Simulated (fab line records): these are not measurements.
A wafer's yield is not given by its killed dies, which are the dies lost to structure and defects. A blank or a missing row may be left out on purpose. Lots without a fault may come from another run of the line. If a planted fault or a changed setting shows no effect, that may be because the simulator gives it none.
fab line records	flow sky130
record: lots: 12	wafers: 36	lastDay: 51
route steps=708 shown FIELD_ISO@28 VT_ADJUST_LVTN@116 SONOS_ONO@185 POLY_CUT@315
lots untouched by any fault: they come from a run of this same line in which no faults occurred
startH: the number of hours between the record's first day and the start of the first shown wafer of the lot	waitH: hours since the lot's step before	" as in the row above	L1.1+2: a single row standing in for several wafers	- no value, or no start given	* or withheld: withheld	< > ~ a bound
route shown NAME@n: a module of which the file shows steps, and the number in the route of the first	usual: average and standard deviation across the fault-free wafers	same: alike in all rows	chamber/n: place in a boat	sites: the reading at each site	_std_site: their standard deviation	_edge_site: inner sites' mean taken away from outer sites' mean	radiusMm: for every site, how far away it sits from the centre of the wafer	mask NAME#n: copy n	behind: the last tool/chamber to shape the wafer	hold: cause of the lot's hold/its duration in hours/its outcome	device: whichever transistor did not switch (one of n, p or np)	end of line: at the end of the route, the tests of the same wafers	step lacking rows: just its recipe	killed: not the wafer's yield, but the dies lost to structure and defects at the first sort	map: the dies of a wafer, with x for killed, . for not killed, _ for no die there
set.NAME: the setting that was run; set.NAME@STEP: the one run at that earlier step	model.NAME: the simulator's own value behind a step, which no gauge read
one table for each step of the route and one row for each wafer, over a sample of lots
services: the hour from which a tool's chamber was out of use, counted from the record's first day as startH (under 0 if before that day), plus the number of hours and why
== steps ==
step: SKY_FIELD_ISO_CMP_27
recipe: stopOn: Si3N4	tOverpolishS: 16	downForcePsi: 4	platenRpm: 60	targetThkNm: 457.8	padVelocityMS: 0.94248
usual: motorCurrentA: 13.3/1	overpolishRunS: 15.999/0.0091	timeToEndpointS: 112/4.1
same: tOverpolishS: 16
lot.wafer	tool	chamber	startH	waitH	motorCurrentA	overpolishRunS	timeToEndpointS
L925.1	cmp-01	0	45.94	0.0	14.0	16.006	110
L925.2	"	2	"	"	13.0	16.001	118
L925.5	"	0	"	"	14.9	16.011	116
L926.4	cmp-02	0	50.91	0.0	13.1	15.988	111
L926.5	"	0	"	"	13.3	15.993	113
L926.6	"	1	"	"	11.2	15.998	111
L928.4	cmp-02	1	59.74	0.1	10.6	15.997	110
L928.6	"	3	"	"	13.4	15.991	117
L928.5	"	0	"	"	13.6	15.979	119
L930.3	cmp-01	0	70.19	0.0	15.8	16.013	115
L930.5	"	0	"	"	15.2	16.001	111
L930.6	"	1	"	"	12.9	15.990	115
L931.3	cmp-01	1	74.84	0.1	12.7	16.008	110
L931.6	"	0	"	"	15.1	16.013	108
L931.5	"	1	"	"	13.0	15.997	104
L932.3	cmp-01	3	81.52	0.0	12.1	15.987	110
L932.1	"	1	"	"	12.3	16.012	108
L932.5	"	3	"	"	13.4	16.001	113
L938.2	cmp-01	1	115.99	0.0	12.5	16.002	109
L938.6	"	1	"	"	12.2	15.992	111
L938.5	"	2	"	"	13.7	16.009	112
L939.2	cmp-02	3	125.01	0.0	12.8	15.981	116
L939.4	"	0	"	"	13.2	15.999	119
L939.3	"	1	"	"	10.8	15.989	116
L940.2	cmp-01	2	125.01	0.0	13.5	16.000	109
L940.3	"	0	"	"	14.8	15.994	110
L940.5	"	2	"	"	13.7	16.011	109
L942.2	cmp-01	0	132.32	0.1	15.0	16.002	113
L942.3	"	1	"	"	13.3	16.006	110
L942.6	"	0	"	"	14.7	16.010	108
L945.2	cmp-02	2	164.50	0.0	12.4	16.004	121
L945.1	"	3	"	"	13.6	15.990	119
L945.6	"	3	"	"	13.2	15.998	119
L946.1	cmp-01	2	164.55	0.1	13.3	16.004	113
L946.4	"	0	"	"	14.4	16.006	109
L946.5	"	2	"	"	13.4	16.008	109
step: SKY_VT_ADJUST_LVTN_IMPLANT_19
recipe: species: B	energyKev: 30	doseCm2: 6.5e+11	tiltDeg: withheld
usual: doseIonsCm2: 6.499e+11/6.5e+08	faradayCurrentUA: 3.67/0.072
lot.wafer	tool	chamber	startH	waitH	doseIonsCm2	faradayCurrentUA
L925.1	implanter-02	0	175.22	0.0	6.506e+11	3.66
L925.2	"	0	"	"	6.495e+11	3.69
L925.5	"	0	"	"	6.503e+11	3.56
L926.4	implanter-02	0	180.39	0.1	6.503e+11	3.57
L926.5	"	0	"	"	6.501e+11	3.53
L926.6	"	0	"	"	6.501e+11	3.68
L928.4	implanter-02	0	193.44	0.1	6.494e+11	3.67
L928.5	"	0	"	"	6.487e+11	3.68
L928.6	"	0	"	"	6.493e+11	3.60
L930.3	implanter-02	0	204.75	0.1	3.993e+11	2.28
L930.5	"	0	"	"	4.004e+11	2.23
L930.6	"	0	"	"	4.008e+11	2.21
L931.3	implanter-02	0	212.15	0.1	3.998e+11	2.37
L931.5	"	0	"	"	4.011e+11	2.29
L931.6	"	0	"	"	4.007e+11	2.26
L932.1	implanter-03	0	220.75	0.0	6.501e+11	3.64
L932.3	"	0	"	"	6.498e+11	3.72
L932.5	"	0	"	"	6.498e+11	3.69
L938.2	implanter-03	0	269.04	0.0	6.494e+11	3.77
L938.5	"	0	"	"	6.496e+11	3.59
L938.6	"	0	"	"	6.503e+11	3.70
L939.2	implanter-02	0	279.64	0.0	6.511e+11	3.78
L939.3	"	0	"	"	6.515e+11	3.69
L939.4	"	0	"	"	6.508e+11	3.73
L940.2	implanter-03	0	279.94	0.0	6.504e+11	3.69
L940.3	"	0	"	"	6.513e+11	3.63
L940.5	"	0	"	"	6.511e+11	3.63
L942.2	implanter-02	0	290.84	0.0	6.505e+11	3.61
L942.3	"	0	"	"	6.502e+11	3.82
L942.6	"	0	"	"	6.5e+11	3.79
L946.1	implanter-01	0	335.16	0.0	6.493e+11	3.62
L946.4	"	0	"	"	6.503e+11	3.63
L946.5	"	0	"	"	6.49e+11	3.64
L945.1	implanter-02	0	335.75	0.0	6.508e+11	3.58
L945.2	"	0	"	"	6.498e+11	3.63
L945.6	"	0	"	"	6.498e+11	3.72
step: SKY_VT_ADJUST_LVTN_TW_MEAS_21
usual: VT_ADJUST_LVTN_2_TW: 189.6/1.9
lot.wafer	tool	chamber	startH	waitH	VT_ADJUST_LVTN_2_TW
L925.1	filmMetro-02	-	175.47	0.1	189.1
L925.2	"	-	"	"	187.0
L925.5	"	-	"	"	187.0
L926.4	filmMetro-02	-	180.60	0.1	186.8
L926.5	"	-	"	"	186.1
L926.6	"	-	"	"	186.6
L928.4	filmMetro-02	-	193.65	0.1	188.8
L928.5	"	-	"	"	186.8
L928.6	"	-	"	"	188.6
L930.3	filmMetro-03	-	204.97	0.1	167.8
L930.5	"	-	"	"	167.6
L930.6	"	-	"	"	168.5
L931.3	filmMetro-01	-	212.37	0.1	166.5
L931.5	"	-	"	"	167.3
L931.6	"	-	"	"	165.2
L932.1	filmMetro-03	-	221.00	0.1	191.9
L932.3	"	-	"	"	192.8
L932.5	"	-	"	"	193.2
L938.2	filmMetro-03	-	269.27	0.1	191.2
L938.5	"	-	"	"	191.0
L938.6	"	-	"	"	190.4
L939.2	filmMetro-01	-	279.87	0.1	191.2
L939.3	"	-	"	"	189.5
L939.4	"	-	"	"	190.2
L940.2	filmMetro-01	-	280.17	0.1	190.3
L940.3	"	-	"	"	190.2
L940.5	"	-	"	"	190.0
L942.2	filmMetro-02	-	291.07	0.1	187.9
L942.3	"	-	"	"	187.1
L942.6	"	-	"	"	188.1
L946.1	filmMetro-02	-	335.41	0.1	187.5
L946.4	"	-	"	"	187.1
L946.5	"	-	"	"	187.2
L945.1	filmMetro-01	-	336.00	0.1	189.3
L945.2	"	-	"	"	190.0
L945.6	"	-	"	"	190.3
step: SKY_SONOS_ONO_STRIP_17
recipe: chemistry: O2/N2	powerW: 1400	pressureMtorr: 1500	platenTempC: withheld	o2FlowSccm: 3000	n2FlowSccm: 300	overashFraction: 0.5
usual: chamberPressureMTorr: 1500.0/1.4	drypumpMotorCurrentA: 5.9/0.45	oesProductAu: 0.709/0.0051	stripTimeToEndpointS: 14.10/0.04
lot.wafer	tool	chamber	startH	waitH	chamberPressureMTorr	drypumpMotorCurrentA	oesProductAu	rfHoursCounterH	stripTimeToEndpointS
L925.1	plasmaAsher-03	1	294.15	0.0	1498.8	6.4	0.714	58	14.03
L925.2	"	0	"	"	1501.0	5.4	0.704	58	14.07
L925.5	"	1	"	"	1501.0	6.4	0.722	-	14.05
L926.4	plasmaAsher-02	0	302.79	0.0	1500.9	6.1	0.707	-	14.10
L926.5	"	0	"	"	1498.5	6.1	0.703	-	14.11
L926.6	"	1	"	"	1500.7	6.3	0.716	-	14.15
L928.4	plasmaAsher-03	0	318.81	0.0	1501.2	5.5	0.714	-	14.06
L928.5	"	1	"	"	1499.7	6.4	0.712	-	14.05
L928.6	"	0	"	"	1497.2	5.4	0.706	-	14.07
L930.3	plasmaAsher-04	1	335.65	0.0	1500.0	5.6	0.701	-	14.14
L930.5	"	0	"	"	1500.7	5.1	0.709	-	14.13
L930.6	"	1	"	"	1499.8	5.6	0.710	-	14.14
L931.3	plasmaAsher-02	0	343.48	0.0	1501.6	6.1	0.709	-	14.07
L931.5	"	1	"	"	1500.2	6.2	0.712	-	14.06
L931.6	"	0	"	"	1503.1	6.1	0.704	-	14.05
L932.1	plasmaAsher-02	0	350.28	0.0	1500.2	6.1	0.706	52	14.10
L932.3	"	0	"	"	1498.5	6.1	0.704	-	14.08
L932.5	"	1	"	"	1502.1	6.2	0.705	-	14.09
L938.2	plasmaAsher-03	0	411.03	0.0	1500.5	5.4	0.714	68	14.17
L938.5	"	1	"	"	1499.8	6.5	0.714	-	14.12
L938.6	"	0	"	"	1501.4	5.4	0.712	-	14.10
L939.2	plasmaAsher-03	1	420.65	0.0	1498.2	6.5	0.709	69	14.08
L939.3	"	1	"	"	1498.2	6.4	0.705	-	14.03
L939.4	"	0	"	"	1500.8	5.4	0.714	-	14.07
L940.2	plasmaAsher-03	0	422.53	0.0	1501.5	5.5	0.697	69	14.13
L940.3	"	0	"	"	1499.1	5.5	0.710	-	14.15
L940.5	"	1	"	"	1498.7	6.4	0.714	-	14.16
L942.2	plasmaAsher-02	0	436.88	0.0	1499.7	6.1	0.725	61	14.09
L942.3	"	0	"	"	1499.4	6.1	0.698	-	14.14
L942.6	"	1	"	"	1499.9	6.2	0.709	-	14.15
L946.1	plasmaAsher-02	0	487.33	0.0	1500.1	6.1	0.705	66	14.13
L946.4	"	1	"	"	1501.2	6.2	0.705	-	14.12
L946.5	"	0	"	"	1499.3	6.1	0.707	-	14.13
L945.1	plasmaAsher-03	1	491.98	0.0	1500.9	6.4	0.701	77	14.12
L945.2	"	0	"	"	1499.1	5.4	0.708	77	14.15
L945.6	"	0	"	"	1499.4	5.4	0.711	-	14.15
step: SKY_POLY_CUT_CD_MEAS_08
recipe: targetCdNm: 270
usual: cdNm: 269.4/1.4
lot.wafer	tool	chamber	startH	waitH	cdNm
L925.1	cdSem-01	-	571.46	-	271.2
L925.2	"	-	"	"	271.8
L925.5	"	-	"	"	271.1
L926.4	cdSem-01	-	584.74	-	270.2
L926.5	"	-	"	"	269.4
L926.6	"	-	"	"	270.4
L928.4	cdSem-01	-	619.50	-	269.6
L928.5	"	-	"	"	269.7
L928.6	"	-	"	"	268.3
L930.3	cdSem-01	-	620.67	-	271.9
L930.5	"	-	"	"	269.5
L930.6	"	-	"	"	270.4
L931.3	cdSem-02	-	627.92	-	269.0
L931.5	"	-	"	"	268.2
L931.6	"	-	"	"	269.6
L932.1	cdSem-02	-	635.98	-	270.8
L932.3	"	-	"	"	270.9
L932.5	"	-	"	"	269.7
L938.2	cdSem-01	-	695.58	-	271.4
L938.5	"	-	"	"	270.4
L938.6	"	-	"	"	271.3
L939.2	cdSem-02	-	704.20	-	270.4
L939.3	"	-	"	"	270.4
L939.4	"	-	"	"	268.6
L940.2	cdSem-02	-	708.23	-	268.1
L940.3	"	-	"	"	267.0
L940.5	"	-	"	"	267.0
L942.2	cdSem-01	-	717.55	-	270.4
L942.3	"	-	"	"	271.6
L942.6	"	-	"	"	272.1
L946.1	cdSem-01	-	760.88	-	268.9
L946.4	"	-	"	"	269.7
L946.5	"	-	"	"	270.2
L945.1	cdSem-01	-	789.58	-	270.4
L945.2	"	-	"	"	270.6
L945.6	"	-	"	"	270.1
== services ==
tool	chamber	startH	hours	kind
cmp-02	-	28.61	3.4	repair
cmp-02	-	33.00	0.5	repair
cmp-01	-	64.00	4.0	pm
cmp-01	-	66.53	0.5	repair
cmp-02	-	69.62	51.3	repair
implanter-02	-	135.74	1.9	repair
cmp-01	-	159.23	2.1	repair
implanter-02	-	185.41	2.0	repair
cmp-01	-	186.32	6.5	pm
cmp-02	-	232.29	4.0	pm
plasmaAsher-02	-	241.67	2.8	pm
implanter-02	-	268.19	3.2	repair
plasmaAsher-02	-	276.93	1.6	repair
plasmaAsher-02	-	283.88	7.5	repair
plasmaAsher-03	-	312.53	0.6	repair
implanter-02	-	317.88	9.8	repair
cmp-01	-	324.92	0.4	repair
implanter-02	-	348.02	3.3	pm
plasmaAsher-03	-	372.71	4.4	repair
plasmaAsher-03	-	396.14	8.0	repair
cmp-01	-	404.30	4.0	pm
plasmaAsher-02	-	425.63	6.0	repair
cmp-01	-	430.41	5.8	repair
cmp-01	-	466.97	2.1	repair
== key ==
firstSign: step: SKY_VT_ADJUST_LVTN_IMPLANT_19	reading: doseIonsCm2	direction: down	sigmas: 99+	usual: *	struck: *
effect: step: SKY_VT_ADJUST_LVTN_IMPLANT_19	reading: faradayCurrentUA	direction: down	sigmas: 19	usual: 3.67	struck: 2.27
effect: step: SKY_VT_ADJUST_LVTN_TW_MEAS_21	reading: VT_ADJUST_LVTN_2_TW	direction: down	sigmas: 12	usual: 189.6	struck: 167.2
metAt SKY_VT_ADJUST_LVTN_IMPLANT_19
struckLots L930,L931
testerLeftOut L930,L931
notActingAt SKY_FIELD_ISO_CMP_27,SKY_SONOS_ONO_STRIP_17,SKY_POLY_CUT_CD_MEAS_08
onsetBetween 193.44 204.75
fault: kind: processParameterDrift	tool: implanter-02	chamber: -	onsetH: 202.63	steps: SKY_VT_ADJUST_LVTN_IMPLANT_19	channel: doseCm2	offset: *	shape: step	endH: 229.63	actsIn: *	stated: *
testerLeftOut: of these lots the tester's yield and bins aren't shown, on N5 and GAA mostly nor the transistor test; their killed dies are dies lost to structure and defects alone, not to doping, threshold or leakage, so they don't give the yield
